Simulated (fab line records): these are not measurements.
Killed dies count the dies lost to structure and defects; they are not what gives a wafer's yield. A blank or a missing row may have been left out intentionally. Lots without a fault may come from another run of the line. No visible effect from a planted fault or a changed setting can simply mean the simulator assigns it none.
2 desks, one fault :: flow sky130 :: each desk holds nothing but its own numbers, with what lay behind them at the end

## TOOL OWNER'S DESK, pvd sputter-01
The tool's own readings at SKY_METAL1_SPUTTER_00 (material Ti, target thk 15 nm, time 10 s): means of the sampled wafers that have a number, for each lot that ran on this tool. A lot is out of limits, marked OUT, if its mean lies more than 4 standard deviations from the usual mean; the brackets give that distance.
Columns: A = cathode dc power W at SKY_METAL1_SPUTTER_00, usual 2999.9 W; B = throttle valve pct at SKY_METAL1_SPUTTER_00, usual 29.3 %
lot: L477
first seen here: day 31 20:16
A: 3000.1
B: 28.8

lot: L479
first seen here: day 32 17:40
A: 2999.7
B: 28.8

lot: L481
first seen here: day 33 07:55
A: 2999.6
B: 28.8

lot: L484
first seen here: day 34 04:46
A: 3000.0
B: 28.6

lot: L485
first seen here: day 35 03:25
A: 3000.2
B: 28.5

lot: L491
first seen here: day 36 19:55
A: 3000.3
B: 29.4

lot: L492
first seen here: day 36 21:26
A: 3000.3
B: 29.6

lot: L494
first seen here: day 37 16:50
A: 3000.0
B: 29.2

lot: L495
first seen here: day 38 03:19
A: 3000.3
B: 29.1
Result from this desk: across the 9 lots, nothing is out of limits.

## METROLOGY DESK
Means of the sampled wafers that have a number, per lot and without regard to the tool the lot ran on: this is what the gauges read. A lot is out of limits, marked OUT, if its mean lies more than 4 standard deviations from the usual mean; the brackets give that distance.
Columns: A = FIELD_ISO_CVD_03_THK at SKY_FIELD_ISO_THK_MEAS_04, usual 164.8 nm; B = NWELL_TW at SKY_NWELL_TW_MEAS_15, usual 1842; C = SPACER_CVD_00_THK at SKY_SPACER_THK_MEAS_01, usual 43.2 nm
lot: L477
first seen here: day 1 20:08
A: 162.7
B: 1848
C: 43.2

lot: L478
first seen here: day 2 00:20
A: 163.1
B: 1829
C: 43.3

lot: L479
first seen here: day 2 05:05
A: 164.6
B: 1835
C: 43.5

lot: L481
first seen here: day 2 17:32
A: 163.0
B: 1846
C: 44.1

lot: L483
first seen here: day 3 01:15
A: 166.1
B: 1853
C: 43.1

lot: L484
first seen here: day 3 05:30
A: 162.2
B: 1844
C: 43.0

lot: L485
first seen here: day 3 13:23
A: 164.7
B: 1828
C: 42.7

lot: L488
first seen here: day 4 04:40
A: 164.2
B: 1838
C: 43.9

lot: L489
first seen here: day 4 08:07
A: 165.8
B: 1819
C: 42.7

lot: L491
first seen here: day 4 21:37
A: 164.4
B: 1852
C: 43.1

lot: L492
first seen here: day 5 01:47
A: 165.8
B: 1830
C: 43.3

lot: L494
first seen here: day 5 10:53
A: 166.0
B: 1859
C: 42.9

lot: L495
first seen here: day 5 13:42
A: 164.8
B: 1818
C: 43.2
Result from this desk: across the 13 lots, nothing is out of limits.

## ALL TOGETHER
Nothing out of limits was seen by the tool owner's desk.
From the metrology desk's view, nothing was out of limits.

## WHAT THE SIMULATOR HAD PUT IN
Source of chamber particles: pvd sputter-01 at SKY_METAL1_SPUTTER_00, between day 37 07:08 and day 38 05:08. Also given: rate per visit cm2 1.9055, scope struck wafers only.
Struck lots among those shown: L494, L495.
